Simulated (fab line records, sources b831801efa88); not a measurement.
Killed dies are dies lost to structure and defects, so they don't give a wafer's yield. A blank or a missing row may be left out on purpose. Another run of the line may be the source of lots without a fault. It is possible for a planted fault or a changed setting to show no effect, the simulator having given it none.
Problem report, 8D (eight disciplines) form, completed by code -- flow sfqLine -- the parts of the form that need people (team, actions taken, sign-off) are left out

== 1. THE ISSUE ==
JJ_NB_RS at SFQ_JJ_RS_MEAS_929 reads a mean of 0.575 ohm/sq on 4 wafers of 3 lots; wafers without a fault read 1.052 ohm/sq with a standard deviation of 0.011. Measured from the usual mean, that is -43 standard deviations.
The step: measures by four-point-probe.
First seen on wafer L980.3, day 63 08:55, on filmMetro-01. At this step, 42 wafers from 15 lots have a number in the record. The rule behind "out" and "out of limits": a value lying over 4 standard deviations away from the usual mean. The rest of the wafers with a number are treated as sound.

== 2. WHAT IT IS, WHAT IT ISN'T ==
question,is,is not
which readings at this step,JJ_NB_RS,-
which lots,"L980, L981, L982","L963, L964, L965, L966, L967, L968, L969, L970, L971, L972, L973, L984"
which wafers of those lots,"L980.3, L981.3, L981.5, L982.5","L980.4, L982.4"
read on which gauges,"filmMetro-01, filmMetro-04",filmMetro-03
when,from day 63 08:55,"up to then (34 sound wafers); but 4 sound wafers of L982, L984 came after"

== 3. WHAT RULES OUT EACH SUSPECT ==
Counting: any tool at a process step up to the reading remains a suspect provided it ran every lot that is out. Sound lots after the first of them don't rule it out here, since some wafers of a struck lot are sound.
- the gauge at SFQ_JJ_RS_MEAS_929 is ruled out. 2 gauges (filmMetro-01, filmMetro-04) read the wafers that are out.
- pvdSputter-03 at SFQ_TRILAYER_JJ_TRILAYER_DEP_SPUTTER_112 (material Nb, target thk 170 nm, time 113.3 s): kept. It ran every lot that is out, first L980 (day 63 08:48); its last sound lot up to then is L973 (day 62 15:34).
After counting, what remains is pvdSputter-03 at SFQ_TRILAYER_JJ_TRILAYER_DEP_SPUTTER_112.

== 4. THE CAUSE (what the simulator had put in) ==
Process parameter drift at SFQ_TRILAYER_JJ_TRILAYER_DEP_SPUTTER_112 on pvdSputter-03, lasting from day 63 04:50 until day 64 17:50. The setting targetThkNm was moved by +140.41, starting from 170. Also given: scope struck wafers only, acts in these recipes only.
This tool alone remained once counting was done.

== 5. SEQUENCE OF EFFECTS, ordered by route ==
Rows list readings where the struck wafers' mean (over those with a number) sits beyond 3 standard deviations from the usual. Only readings for which the record gives a usual standard deviation are gone through. hours: the time from each lot's start at the first step in this table that gives one to its start at this step, as a median over the lots. sigmas: the change in usual standard deviations.
hours,step,reading,usual,on struck wafers,change,sigmas
0,SFQ_JJ_RS_MEAS_929,JJ_NB_RS,1.052 ohm/sq,0.575,-0.477,-43
At these later measuring or inspecting steps, every struck wafer for which the step has a row has a number for every such reading, and none has moved that far: SFQ_I7_OVL_MEAS_947.

== 6. WHAT WOULD HAVE CAUGHT IT SOONER ==
In this record the first reading out of limits at a measuring or inspecting step was taken at day 63 08:55, 4 hours after the fault began at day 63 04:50.
Of the tool readings at SFQ_TRILAYER_JJ_TRILAYER_DEP_SPUTTER_112 for which the record gives a usual standard deviation, none was out on any struck wafer, so an alarm limit of 4 standard deviations on them would not have fired.
Among the 3 lots that are out, L981, L982 began SFQ_TRILAYER_JJ_TRILAYER_DEP_SPUTTER_112 on pvdSputter-03 after day 63 08:55. A hold on the tool at that time would have spared those 2.
